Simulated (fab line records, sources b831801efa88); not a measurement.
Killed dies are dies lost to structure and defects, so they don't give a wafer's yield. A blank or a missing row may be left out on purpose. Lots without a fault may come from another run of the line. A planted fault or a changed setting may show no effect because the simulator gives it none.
One fault seen from 2 desks | flow sky130 | each desk has only its own numbers; what lay behind them comes last

THE TOOL OWNER'S DESK: pvd_sputter-03
The tool's own readings at SKY_METAL3_SPUTTER_04 (material TiN, target thk 70 nm, time 58.3 s): means of the sampled wafers that have a number, for each lot that ran on this tool. A lot is out of limits, marked OUT, if its mean lies more than 4 standard deviations from the usual mean; the brackets give that distance.
Columns: A = throttle_valve_pct at SKY_METAL3_SPUTTER_04, usual 30.4 %
lot  | first seen here | A
L478 | day 37 08:10    | 29.6
L482 | day 38 17:51    | 29.9
L481 | day 38 18:22    | 29.5
L488 | day 40 04:29    | 29.8
L489 | day 40 09:58    | 29.8
L490 | day 40 22:04    | 29.8
L494 | day 41 20:35    | 29.8
This desk's finding: nothing out of limits on any of the 7 lots.

THE METROLOGY DESK
What the gauges read, lot by lot, whatever tool the lot ran on: means of the sampled wafers that have a number. A lot is out of limits, marked OUT, if its mean lies more than 4 standard deviations from the usual mean; the brackets give that distance.
Columns: A = CAPM_TIN_THK at SKY_CAPM_THK_MEAS_04, usual 200.7 nm
lot  | first seen here | A
L476 | day 36 08:17    | 198.5
L478 | day 37 08:32    | 201.3
L480 | day 38 05:48    | 201.4
L482 | day 38 18:15    | 201.2
L481 | day 38 18:44    | 203.4
L488 | day 40 04:50    | 200.7
L489 | day 40 10:20    | 207.2
L490 | day 40 22:26    | 199.4
L493 | day 41 14:42    | 201.4
L494 | day 41 20:57    | 200.2
L499 | day 43 11:02    | 198.7
This desk's finding: nothing out of limits on any of the 11 lots.

PUT TOGETHER
The tool owner's desk saw nothing out of limits.
The metrology desk saw nothing out of limits.

WHAT THE SIMULATOR HAD PUT IN
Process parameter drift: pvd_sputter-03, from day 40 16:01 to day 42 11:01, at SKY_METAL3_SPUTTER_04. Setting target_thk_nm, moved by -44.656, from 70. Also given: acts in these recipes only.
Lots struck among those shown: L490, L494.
